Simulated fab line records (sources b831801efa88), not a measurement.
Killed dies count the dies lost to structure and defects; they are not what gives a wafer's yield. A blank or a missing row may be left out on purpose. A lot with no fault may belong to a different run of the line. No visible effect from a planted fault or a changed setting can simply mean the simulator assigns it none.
One fault seen from 2 desks	flow gf180mcu	numbers are kept per desk, each desk with only its own; the story behind them comes last

== FROM THE METROLOGY DESK ==
What the gauges read for every lot (on any tool): the sampled wafers with a number, averaged. The brackets show how far a lot's mean lies from the usual mean; more than 4 standard deviations puts the lot out of limits, marked OUT.
Columns: A = HV_LDD_OVL at GF_HV_LDD_OVL_MEAS_08, usual -0.8 nm; B = HV_LDD_03_OVL at GF_HV_LDD_OVL_MEAS_47, usual -0.2 nm
lot	first seen here	A	B
L530	day 9 21:01	-2.2	1.4
L531	day 10 07:02	0.3	0.9
L533	day 11 02:16	0.5	1.0
L535	day 11 19:22	-0.1	-2.8
L534	day 11 21:55	-2.6	-0.6
L537	day 12 10:13	-1.2	1.4
L538	day 13 04:20	1.7	1.1
L540	day 13 11:01	-0.6	0.5
L541	day 13 18:08	-2.5	-1.0
L542	day 14 06:53	-0.8	-2.0
L549	day 15 22:38	-1.5	-0.1
L550	day 16 03:29	-2.5	-0.4
L551	day 16 09:58	-0.1	1.3
L552	day 16 18:44	-0.8	2.0
This desk found nothing out of limits on any of the 14 lots.

== AT THE TOOL OWNER'S DESK: implanter-03 ==
For each lot that ran on this tool, the mean over its sampled wafers that have a number, from the tool's own readings at GF_HV_LDD_IMPLANT_33. The brackets show how far a lot's mean lies from the usual mean; more than 4 standard deviations puts the lot out of limits, marked OUT.
Columns: A = doseIonsCm2 at GF_HV_LDD_IMPLANT_33, usual 7.501e+12; B = endStationPressureTorr at GF_HV_LDD_IMPLANT_33, usual 5.01e-06 Torr; C = rotationDeg at GF_HV_LDD_IMPLANT_33, usual 0.004 degrees
lot	first seen here	A	B	C
L531	day 11 21:43	7.489e+12	4.96e-06	0.005
L537	day 14 02:57	7.495e+12	5.11e-06	0.010
L540	day 15 06:08	7.506e+12	4.95e-06	-0.008
L541	day 15 12:34	7.504e+12	4.77e-06	0.004
L542	day 16 02:28	7.502e+12	5.24e-06	0.017
L549	day 17 19:49	7.508e+12	5.14e-06	-56.556 (-99 or more) OUT
L550	day 18 01:46	7.507e+12	4.90e-06	-56.536 (-99 or more) OUT
This desk's verdict: out of limits on L549, L550, starting with L549 at day 17 19:49 (rotationDeg at GF_HV_LDD_IMPLANT_33). In limits: L531, L537, L540, L541, L542.

== PUT TOGETHER ==
On L549, L550, at day 17 19:49, an alarm was possible from the tool owner's desk.
The metrology desk saw nothing out of limits.
The metrology desk has L549, L550 on record, within its limits.
GF_HV_LDD_IMPLANT_33 was run on implanter-03 by each of the lots named.

== WHAT THE SIMULATOR HAD INSERTED ==
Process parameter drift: implanter-03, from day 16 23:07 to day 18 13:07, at GF_HV_LDD_IMPLANT_33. From 0, the setting rotationDeg moved by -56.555. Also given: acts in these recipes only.
Lots struck among those shown: L549, L550.
Hours from the fault's start to each desk's first reading out of limits: the tool owner's desk, 21.
